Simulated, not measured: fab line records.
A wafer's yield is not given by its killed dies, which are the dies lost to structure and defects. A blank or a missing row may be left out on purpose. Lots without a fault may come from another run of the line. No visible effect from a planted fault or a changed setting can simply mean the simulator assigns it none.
fab line records ; flow sky130
record: lots: 5; wafers: 15; last-day: 47
route steps=708 shown DNWELL@41 PWDE@45 NWELL@56 PAD_OPEN@708
lots with no fault: from the same line, run without faults
start-h: start of the lot's first displayed wafer, in hours after the record's first day ; wait-h: hours from the lot's prior step to this one ; " identical to the entry in the row above ; L1.1+2: a row that stands for several wafers ; - either no value or no given start ; * or withheld: withheld ; < > ~ a bound
route shown NAME@n: NAME is a module with steps in the file, n the number in the route of the first one ; usual: the fault-free wafers' mean and standard deviation ; same: alike in all rows ; chamber/n: place in a boat ; sites: readings site by site ; _std_site: their standard deviation ; _edge_site: outer sites' mean less inner sites' ; radius-mm: for every site, how far away it sits from the centre of the wafer ; mask NAME#n: copy n ; behind: the tool/chamber that last shaped the wafer ; hold: why the lot was held/for how many hours/how that ended ; device: which transistor (n, p or np) failed to switch ; end of line: tests run on the same wafers once the route is complete ; a step given without rows: its recipe and nothing more ; killed: count of dies lost to structure and defects at first sort (not the wafer's yield) ; map: the dies of a wafer, with x for killed, . for not killed, _ for no die there
set.NAME: the setting that was run; set.NAME@STEP: the one run at that earlier step ; model.NAME: the simulator's own value behind a step, which no gauge read
lots seen at some steps along the route; tables by step, rows by wafer
services: when a tool's chamber went out of use (start-h, in hours from the record's first day, below 0 if earlier), for how many hours, and the reason
== steps ==
step: SKY_DNWELL_DEVELOP_06
recipe: wall-angle-deg: 90; developer: TMAH; develop-time-s: 60; dev-temp-c: 23
step: SKY_DNWELL_IMPLANT_07
recipe: species: P; energy-kev: withheld; dose-cm2: withheld; tilt-deg: withheld
step: SKY_DNWELL_STRIP_08
recipe: chemistry: O2/N2; power-w: 1400; pressure-mtorr: 1500; platen-temp-c: withheld; o2-flow-sccm: 3000; n2-flow-sccm: 300; overash-fraction: 0.5
step: SKY_PWDE_DEHYDRATE_00
recipe: temp-c: 200; time-s: 60
step: SKY_PWDE_HMDS_01
recipe: prime-time-s: 60; prime-temp-c: 120
step: SKY_PWDE_COAT_02
recipe: spin-rpm: 2000; resist-thk-nm: 3000
step: SKY_PWDE_SOFTBAKE_03
recipe: temp-c: 110; time-s: withheld
step: SKY_PWDE_EXPOSE_04
recipe: mask-id: PWDEM; na: 0.6; source-shape: conventional; sigma-outer: 0.6; polarization: unpolarized; target-cd-nm: 840; dose-mj: 214
step: SKY_PWDE_PEB_05
recipe: temp-c: 115; time-s: withheld
step: SKY_PWDE_DEVELOP_06
recipe: wall-angle-deg: 90; developer: TMAH; develop-time-s: 60; dev-temp-c: 23
step: SKY_PWDE_IMPLANT_08
recipe: species: B; energy-kev: 150; dose-cm2: 3.6e+12; tilt-deg: withheld
usual: implant-ion-amu: 11/0
lot.wafer;tool;chamber;start-h;wait-h;implant-ion-amu;model.implant.rp-nm;model.implant.drp-nm
L490.1;implanter-02;0;70.04;0.0;11;433.1;97.97
L490.5;implanter-02;0;70.04;0.0;11;433.1;97.97
L490.6;implanter-02;0;70.04;0.0;11;433.1;97.97
L495.2;implanter-01;0;95.23;0.0;11;448;97.97
L495.3;implanter-01;0;95.23;0.0;11;448;97.97
L495.5;implanter-01;0;95.23;0.0;11;448;97.97
L498.2;implanter-02;0;130.23;0.0;49;110.9;46.43
L498.3;implanter-02;0;130.23;0.0;49;110.9;46.43
L498.6;implanter-02;0;130.23;0.0;49;110.9;46.43
L499.1;implanter-03;0;130.57;0.0;49;105.5;46.43
L499.2;implanter-03;0;130.57;0.0;49;105.5;46.43
L499.3;implanter-03;0;130.57;0.0;49;105.5;46.43
L500.1;implanter-02;0;139.31;0.0;49;109.9;46.43
L500.3;implanter-02;0;139.31;0.0;49;109.9;46.43
L500.4;implanter-02;0;139.31;0.0;49;109.9;46.43
step: SKY_PWDE_STRIP_09
recipe: chemistry: O2/N2; power-w: 1400; pressure-mtorr: 1500; platen-temp-c: withheld; o2-flow-sccm: 3000; n2-flow-sccm: 300; overash-fraction: 0.5
step: SKY_PWDE_TW_MEAS_10
usual: PWDE_TW: 373.0/3
lot.wafer;tool;chamber;start-h;wait-h;PWDE_TW
L490.1;film-metro-02;-;70.29;0.1;370.0
L490.5;film-metro-02;-;70.29;0.1;370.5
L490.6;film-metro-02;-;70.29;0.1;371.5
L495.2;film-metro-04;-;95.47;0.1;374.8
L495.3;film-metro-04;-;95.47;0.1;376.9
L495.5;film-metro-04;-;95.47;0.1;376.7
L498.2;film-metro-02;-;130.47;0.1;708.2
L498.3;film-metro-02;-;130.47;0.1;709.8
L498.6;film-metro-02;-;130.47;0.1;710.2
L499.1;film-metro-02;-;130.82;0.1;709.0
L499.2;film-metro-02;-;130.82;0.1;705.6
L499.3;film-metro-02;-;130.82;0.1;707.4
L500.1;film-metro-01;-;139.56;0.1;710.9
L500.3;film-metro-01;-;139.56;0.1;715.9
L500.4;film-metro-01;-;139.56;0.1;716.0
step: SKY_NWELL_DEHYDRATE_03
recipe: temp-c: 200; time-s: 60
step: SKY_NWELL_HMDS_04
recipe: prime-time-s: 60; prime-temp-c: 120
step: SKY_NWELL_COAT_05
recipe: spin-rpm: 2000; resist-thk-nm: 3000
step: SKY_NWELL_SOFTBAKE_06
recipe: temp-c: 110; time-s: withheld
step: SKY_NWELL_EXPOSE_07
recipe: mask-id: NWM; na: 0.6; source-shape: conventional; sigma-outer: 0.6; polarization: unpolarized; target-cd-nm: 840; dose-mj: 255
step: SKY_NWELL_PEB_08
recipe: temp-c: 115; time-s: withheld
step: SKY_NWELL_DEVELOP_09
recipe: wall-angle-deg: 90; developer: TMAH; develop-time-s: 60; dev-temp-c: 23
step: SKY_NWELL_IMPLANT_11
recipe: species: P; energy-kev: 400; dose-cm2: 1.9e+13; tilt-deg: withheld
step: SKY_NWELL_IMPLANT_12
recipe: species: P; energy-kev: 120; dose-cm2: 1.3e+12; tilt-deg: withheld
step: SKY_NWELL_IMPLANT_13
recipe: species: P; energy-kev: 50; dose-cm2: 7e+11; tilt-deg: withheld
step: SKY_NWELL_STRIP_14
recipe: chemistry: O2/N2; power-w: 1400; pressure-mtorr: 1500; platen-temp-c: withheld; o2-flow-sccm: 3000; n2-flow-sccm: 300; overash-fraction: 0.5
step: SKY_NWELL_DEHYDRATE_16
recipe: temp-c: 200; time-s: 60
step: SKY_NWELL_HMDS_17
recipe: prime-time-s: 60; prime-temp-c: 120
step: SKY_NWELL_COAT_18
recipe: spin-rpm: 2000; resist-thk-nm: 3000
step: SKY_NWELL_SOFTBAKE_19
recipe: temp-c: 110; time-s: withheld
step: SKY_NWELL_EXPOSE_20
recipe: mask-id: NWM_COMPLEMENT; na: 0.6; source-shape: conventional; sigma-outer: 0.6; polarization: unpolarized; target-cd-nm: 840; dose-mj: 260
step: SKY_NWELL_PEB_21
recipe: temp-c: 115; time-s: withheld
step: SKY_NWELL_DEVELOP_22
recipe: wall-angle-deg: 90; developer: TMAH; develop-time-s: 60; dev-temp-c: 23
step: SKY_NWELL_IMPLANT_24
recipe: species: B; energy-kev: 140; dose-cm2: 9.2e+12; tilt-deg: withheld
step: SKY_NWELL_STRIP_25
recipe: chemistry: O2/N2; power-w: 1400; pressure-mtorr: 1500; platen-temp-c: withheld; o2-flow-sccm: 3000; n2-flow-sccm: 300; overash-fraction: 0.5
step: SKY_NWELL_CLEAN_27
recipe: chemistry: SC1/SC2; mix: 1:4:20; temp-c: 70; time-s: 150; dry: n2-spin
step: SKY_NWELL_RTA_28
recipe: temp-c: 1050; time-s: 30; idle-temp-c: 650; ramp-up-c-per-s: 150; ramp-down-c-per-s: 90; ambient: N2
step: SKY_NWELL_RS_MEAS_31
recipe: thk-meas-gauge: four-point-probe
usual: PWDE_RS: 5272/19
lot.wafer;tool;chamber;start-h;wait-h;PWDE_RS[ohm/sq]
L490.1;film-metro-02;-;103.75;0.1;5259
L490.5;film-metro-02;-;103.75;0.1;5250
L490.6;film-metro-02;-;103.75;0.1;5260
L495.2;film-metro-01;-;130.51;0.1;5275
L495.3;film-metro-01;-;130.51;0.1;5290
L495.5;film-metro-01;-;130.51;0.1;5265
L498.2;film-metro-01;-;169.27;0.1;6089
L498.3;film-metro-01;-;169.27;0.1;6070
L498.6;film-metro-01;-;169.27;0.1;6065
L499.1;film-metro-02;-;170.71;0.1;6116
L499.2;film-metro-02;-;170.71;0.1;6120
L499.3;film-metro-02;-;170.71;0.1;6111
L500.1;film-metro-02;-;180.20;0.1;6087
L500.3;film-metro-02;-;180.20;0.1;6102
L500.4;film-metro-02;-;180.20;0.1;6106
step: SKY_PAD_OPEN_PROBE_99
usual: killed_at_M0_to_M3: 44/6.4; killed_at_M4_up: 3.6/2.1; killed-at-contacts: 23/5.1; killed-at-front-end: 15/4.3; killed-at-other: 0.3/0.56; killed-dies: 86/9; killed-open: 47/6.4; killed-short: 39/5.8
same: gross-dies: 492; killed-at-back-side: 0
lot.wafer;tool;chamber;start-h;wait-h;killed_at_M0_to_M3;killed_at_M4_up;killed-at-contacts;killed-at-front-end;killed-at-other;killed-dies;killed-open;killed-short
L490.1;prober-01;-;1065.65;0.1;40;3;20;17;1;81;44;37
L490.5;prober-01;-;1065.85;0.2;31;3;19;10;1;64;35;29
L490.6;prober-01;-;1065.90;0.2;29;3;29;15;0;76;46;30
L495.2;prober-01;-;1101.51;0.1;38;6;14;18;0;76;42;34
L495.3;prober-01;-;1101.56;0.2;50;3;27;19;0;99;63;36
L495.5;prober-01;-;1101.66;0.2;39;4;26;21;0;90;52;38
L498.2;prober-02;-;1129.92;0.1;33;2;22;22;0;79;43;36
L498.3;prober-02;-;1129.97;0.2;37;0;23;14;1;75;40;35
L498.6;prober-02;-;1130.12;0.2;42;2;23;26;0;93;50;43
L499.1;prober-01;-;1135.19;0.1;47;3;23;9;1;83;43;40
L499.2;prober-01;-;1135.24;0.1;41;4;20;13;0;78;45;33
L499.3;prober-01;-;1135.29;0.2;50;6;24;11;0;91;47;44
L500.1;prober-02;-;1137.23;0.1;46;6;25;6;0;83;42;41
L500.3;prober-02;-;1137.33;0.2;54;1;23;11;0;89;50;39
L500.4;prober-02;-;1137.38;0.2;43;5;24;12;0;84;46;38
killed by level:class
L490.1 VIA1:geometric-particle:open=11 LI_CONTACT:geometric-particle:open=7 POLY_GATE:geometric-particle:short=6 CONTACT:geometric-particle:open=5 VIA1:geometric-particle:short=5 FIELD_ISO:geometric-particle:open=4 METAL1:geometric-particle:short=4 VIA3:geometric-particle:open=4
L490.5 LI_CONTACT:geometric-particle:open=6 CONTACT:geometric-particle:open=6 VIA1:geometric-particle:short=6 VIA1:geometric-particle:open=5 VIA2:geometric-particle:open=5 VIA3:geometric-particle:open=5 LOCAL_INTERCONNECT:geometric-particle:short=4 POLY_GATE:geometric-particle:short=4
L490.6 CONTACT:geometric-particle:open=13 VIA1:geometric-particle:open=10 LI_CONTACT:geometric-particle:open=7 POLY_GATE:geometric-particle:open=4 LOCAL_INTERCONNECT:geometric-particle:short=4 CONTACT:geometric-particle:short=4 METAL1:geometric-particle:short=4 VIA2:geometric-particle:open=4
L495.2 CONTACT:geometric-particle:open=10 FIELD_ISO:geometric-particle:short=8 METAL2:geometric-particle:short=6 VIA1:geometric-particle:open=6 FIELD_ISO:geometric-particle:open=5 METAL1:geometric-particle:short=4 METAL2:geometric-particle:open=4 VIA2:geometric-particle:open=4
L495.3 VIA1:geometric-particle:open=13 VIA2:geometric-particle:open=11 FIELD_ISO:geometric-particle:short=7 CONTACT:geometric-particle:open=7 LI_CONTACT:geometric-particle:open=5 LOCAL_INTERCONNECT:geometric-particle:short=5 VIA3:geometric-particle:open=5 METAL2:geometric-particle:open=5
L495.5 VIA1:geometric-particle:open=10 LI_CONTACT:geometric-particle:open=8 CONTACT:geometric-particle:open=7 FIELD_ISO:geometric-particle:short=6 CONTACT:geometric-particle:short=6 METAL1:geometric-particle:short=6 FIELD_ISO:geometric-particle:open=5 VIA3:geometric-particle:open=5
L498.2 VIA1:geometric-particle:open=12 CONTACT:geometric-particle:open=9 POLY_GATE:geometric-particle:open=7 POLY_GATE:geometric-particle:short=7 VIA3:geometric-particle:open=5 METAL1:geometric-particle:short=5 LI_CONTACT:geometric-particle:open=5 METAL3:geometric-particle:short=5
L498.3 CONTACT:geometric-particle:open=8 VIA1:geometric-particle:open=7 LI_CONTACT:geometric-particle:open=6 METAL1:geometric-particle:short=6 VIA3:geometric-particle:open=6 CONTACT:geometric-particle:short=5 VIA1:geometric-particle:short=4 METAL2:geometric-particle:short=4
L498.6 VIA1:geometric-particle:open=13 POLY_GATE:geometric-particle:short=8 CONTACT:geometric-particle:open=8 FIELD_ISO:geometric-particle:short=7 LI_CONTACT:geometric-particle:open=6 CONTACT:geometric-particle:short=6 FIELD_ISO:geometric-particle:open=5 VIA3:geometric-particle:open=5
L499.1 VIA3:geometric-particle:open=9 LI_CONTACT:geometric-particle:open=8 METAL2:geometric-particle:short=8 VIA1:geometric-particle:open=7 CONTACT:geometric-particle:open=6 LI_CONTACT:geometric-particle:short=6 VIA2:geometric-particle:short=6 FIELD_ISO:geometric-particle:open=5
L499.2 VIA1:geometric-particle:open=8 LI_CONTACT:geometric-particle:open=8 VIA2:geometric-particle:open=6 VIA2:geometric-particle:short=5 VIA3:geometric-particle:open=5 LOCAL_INTERCONNECT:geometric-particle:short=5 FIELD_ISO:geometric-particle:open=4 CONTACT:geometric-particle:open=4
L499.3 LI_CONTACT:geometric-particle:open=10 VIA2:geometric-particle:short=7 CONTACT:geometric-particle:open=7 METAL3:geometric-particle:short=7 FIELD_ISO:geometric-particle:open=6 VIA1:geometric-particle:open=6 VIA2:geometric-particle:open=6 VIA3:geometric-particle:open=6
L500.1 VIA1:geometric-particle:short=9 VIA1:geometric-particle:open=7 LI_CONTACT:geometric-particle:open=6 CONTACT:geometric-particle:open=6 CONTACT:geometric-particle:short=6 VIA3:geometric-particle:short=6 VIA2:geometric-particle:open=6 VIA3:geometric-particle:open=6
L500.3 VIA1:geometric-particle:open=14 CONTACT:geometric-particle:open=9 VIA3:geometric-particle:open=9 CONTACT:geometric-particle:short=7 VIA2:geometric-particle:open=7 METAL1:geometric-particle:short=6 VIA1:geometric-particle:short=5 FIELD_ISO:geometric-particle:short=4
L500.4 VIA1:geometric-particle:open=12 CONTACT:geometric-particle:open=11 LOCAL_INTERCONNECT:geometric-particle:short=6 METAL4:geometric-particle:short=5 VIA1:geometric-particle:short=5 METAL2:geometric-particle:short=5 VIA3:geometric-particle:open=4 VIA2:geometric-particle:short=4
== services ==
tool;chamber;start-h;hours;kind
implanter-03;-;68.84;1.6;repair
implanter-03;-;78.37;16.9;pm
implanter-01;-;79.84;3.5;repair
implanter-01;-;84.27;2.6;repair
implanter-02;-;93.12;6.6;pm
implanter-03;-;126.19;2.5;pm
== key ==
first-sign: step: SKY_PWDE_IMPLANT_08; reading: implant-ion-amu; direction: up; sigmas: 99+; usual: 11; struck: 49
effect: step: SKY_PWDE_TW_MEAS_10; reading: PWDE_TW; direction: up; sigmas: 99+; usual: 373.0; struck: 710.3
effect: step: SKY_NWELL_RS_MEAS_31; reading: PWDE_RS; direction: up; sigmas: 44; usual: 5272; struck: 6096
model-effect: step: SKY_PWDE_IMPLANT_08; value: implant.rp-nm; without: 433.6; struck: 108.7
met-at SKY_PWDE_IMPLANT_08
struck-wafers L498.2,L498.3,L498.6,L499.1,L499.2,L499.3,L500.1,L500.3,L500.4
tester-left-out L498,L499,L500
onset-between 95.23 130.23
fault: kind: wrong-recipe-download; tool: implanter-01,implanter-02,implanter-03; chamber: -; onset-h: 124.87; steps: SKY_PWDE_IMPLANT_08; wrong-recipe.not-listed: 1
tester-left-out: of these lots the tester's yield and bins aren't shown, on N5 and GAA mostly nor the transistor test; their killed dies are dies lost to structure and defects alone, not to doping, threshold or leakage, so they don't give the yield
